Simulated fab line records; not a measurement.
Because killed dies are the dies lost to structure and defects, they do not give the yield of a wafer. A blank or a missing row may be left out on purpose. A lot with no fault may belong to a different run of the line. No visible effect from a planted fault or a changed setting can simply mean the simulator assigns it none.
Which tool is to blame? + flow gf180mcu + 12 lots with 36 wafers sampled at 4 steps, on a route of 602 steps

WHAT THE GAUGES READ, wafer by wafer
GF_M3_OVL_MEAS_15.
| lot  | measured     | on         | M3_OVL (nm) |
|------|--------------|------------|-------------|
| L344 | day 21 08:04 | overlay-01 | -14 -8 -1   |
| L347 | day 22 14:59 | overlay-02 | 3 0 -3      |
| L349 | day 23 07:46 | overlay-02 | 7 10 12     |
| L353 | day 24 17:55 | overlay-02 | 11 12 15    |
| L355 | day 25 06:36 | overlay-01 | 5 6 1       |
| L356 | day 26 00:28 | overlay-02 | 12 16 16    |
| L357 | day 26 02:01 | overlay-01 | 6 4 -2      |
| L362 | day 27 12:28 | overlay-01 | 9 9 10      |
| L363 | day 27 18:33 | overlay-02 | 3 4 6       |
| L364 | day 28 02:48 | overlay-02 | 10 9 9      |
| L365 | day 28 06:44 | overlay-01 | 14 10 11    |
| L366 | day 28 13:22 | overlay-02 | 9 9 7       |

GF_V3_RS_MEAS_24: measures by four-point-probe.
| lot  | measured     | on            | V3_W_RS (ohm/sq)     |
|------|--------------|---------------|----------------------|
| L344 | day 22 09:51 | film metro-04 | 0.3349 0.3308 0.3325 |
| L347 | day 23 15:49 | film metro-04 | 0.3270 0.3278 0.3278 |
| L349 | day 24 08:35 | film metro-03 | 0.3312 0.3297 0.3290 |
| L353 | day 25 17:50 | film metro-04 | 0.3290 0.3294 0.3319 |
| L355 | day 26 06:00 | film metro-04 | 0.3294 0.3285 0.3274 |
| L356 | day 26 23:40 | film metro-03 | 0.3297 0.3264 0.3239 |
| L357 | day 27 00:58 | film metro-02 | 0.3293 0.3322 0.3287 |
| L362 | day 28 09:55 | film metro-04 | 0.3303 0.3270 0.3233 |
| L363 | day 28 16:29 | film metro-04 | 0.3313 0.3299 0.3293 |
| L364 | day 29 00:37 | film metro-02 | 0.3276 0.3287 0.3304 |
| L365 | day 29 04:13 | film metro-02 | 0.3252 0.3255 0.3305 |
| L366 | day 29 10:38 | film metro-02 | 0.3284 0.3253 0.3242 |

TOOL THAT RAN EACH LOT (tool first, then ch and the chambers of the sampled wafers, then the start)
| lot  | GF_V3_COAT_09                     | GF_V3_STRIP_18                       |
|------|-----------------------------------|--------------------------------------|
| L344 | litho track-04 ch 0, day 21 21:00 | plasma asher-01 ch 0,1, day 22 09:06 |
| L347 | litho track-02 ch 0, day 23 03:00 | plasma asher-04 ch 0,1, day 23 15:04 |
| L349 | litho track-02 ch 0, day 23 20:00 | plasma asher-02 ch 0,1, day 24 07:48 |
| L353 | litho track-02 ch 0, day 25 05:00 | plasma asher-04 ch 0,1, day 25 17:05 |
| L355 | litho track-04 ch 0, day 25 18:00 | plasma asher-04 ch 0,1, day 26 05:15 |
| L356 | litho track-03 ch 0, day 26 11:00 | plasma asher-02 ch 0,1, day 26 22:55 |
| L357 | litho track-02 ch 0, day 26 13:00 | plasma asher-01 ch 0,1, day 27 00:13 |
| L362 | litho track-04 ch 0, day 27 23:00 | plasma asher-02 ch 0,1, day 28 09:10 |
| L363 | litho track-04 ch 0, day 28 05:00 | plasma asher-04 ch 0,1, day 28 15:44 |
| L364 | litho track-02 ch 0, day 28 14:00 | plasma asher-02 ch 0,1, day 28 23:52 |
| L365 | litho track-04 ch 0, day 28 17:00 | plasma asher-01 ch 0,1, day 29 03:27 |
| L366 | litho track-04 ch 0, day 28 23:00 | plasma asher-04 ch 0,1, day 29 09:50 |
- GF_V3_COAT_09: resist thk 1000 nm.
- GF_V3_STRIP_18: strips in O2/N2.

WHAT THE TOOLS THEMSELVES READ (means of the sampled wafers that have a number; where no wafer has one, the mark that the record gives instead)
GF_V3_COAT_09.
| lot  | tool           | exhaust pa (Pa) |
|------|----------------|-----------------|
| L344 | litho track-04 | 46.6            |
| L347 | litho track-02 | 45.5            |
| L349 | litho track-02 | 44.7            |
| L353 | litho track-02 | 44.7            |
| L355 | litho track-04 | 45.3            |
| L356 | litho track-03 | 45.2            |
| L357 | litho track-02 | 45.3            |
| L362 | litho track-04 | 45.3            |
| L363 | litho track-04 | 45.9            |
| L364 | litho track-02 | 45.7            |
| L365 | litho track-04 | 44.1            |
| L366 | litho track-04 | 44.6            |

GF_V3_STRIP_18.
| lot  | tool            | drypump motor current A (A) | heater power w (W) | oes product au (a.u.) |
|------|-----------------|-----------------------------|--------------------|-----------------------|
| L344 | plasma asher-01 | 5.6                         | 308                | 0.596                 |
| L347 | plasma asher-04 | 6.3                         | 325                | 0.593                 |
| L349 | plasma asher-02 | 5.6                         | 337                | 0.589                 |
| L353 | plasma asher-04 | 6.1                         | 327                | 0.586                 |
| L355 | plasma asher-04 | 6.1                         | 324                | 0.597                 |
| L356 | plasma asher-02 | 5.5                         | 366                | 0.591                 |
| L357 | plasma asher-01 | 5.8                         | 289                | 0.589                 |
| L362 | plasma asher-02 | 5.7                         | 332                | 0.591                 |
| L363 | plasma asher-04 | 6.3                         | 329                | 0.592                 |
| L364 | plasma asher-02 | 5.5                         | 368                | 0.591                 |
| L365 | plasma asher-01 | 5.8                         | 290                | 0.591                 |
| L366 | plasma asher-04 | 6.1                         | 331                | 0.596                 |

THE ANSWER, worked out from the rows above alone
Rule: the usual values come from the lots themselves. The widest of any qualifying gaps counts: lots, ordered by their means at a reading, are off when they make up no more than a third of the lots, leave a main group of 4 or more, and stand apart from it by 3 or more times the standard deviation of that group's means. A main group is skipped when, at the precision printed for the reading in the tables above, its means are all equal. A lot without any number at a reading at which 4 lots or more have one is off too. Where the step has rows for the other lots, those lots are counted as sound. Order of review: gauges by route order, followed by the tools' own readings, for which a lot's mean as printed above is used. The first step at which some lot is off is used, and at that step the reading that is off furthest; a lot without a number counts as furthest.
No lot is off on any of the readings shown, so nothing can be concluded from this.

WHAT HAD BEEN PUT IN BY THE SIMULATOR
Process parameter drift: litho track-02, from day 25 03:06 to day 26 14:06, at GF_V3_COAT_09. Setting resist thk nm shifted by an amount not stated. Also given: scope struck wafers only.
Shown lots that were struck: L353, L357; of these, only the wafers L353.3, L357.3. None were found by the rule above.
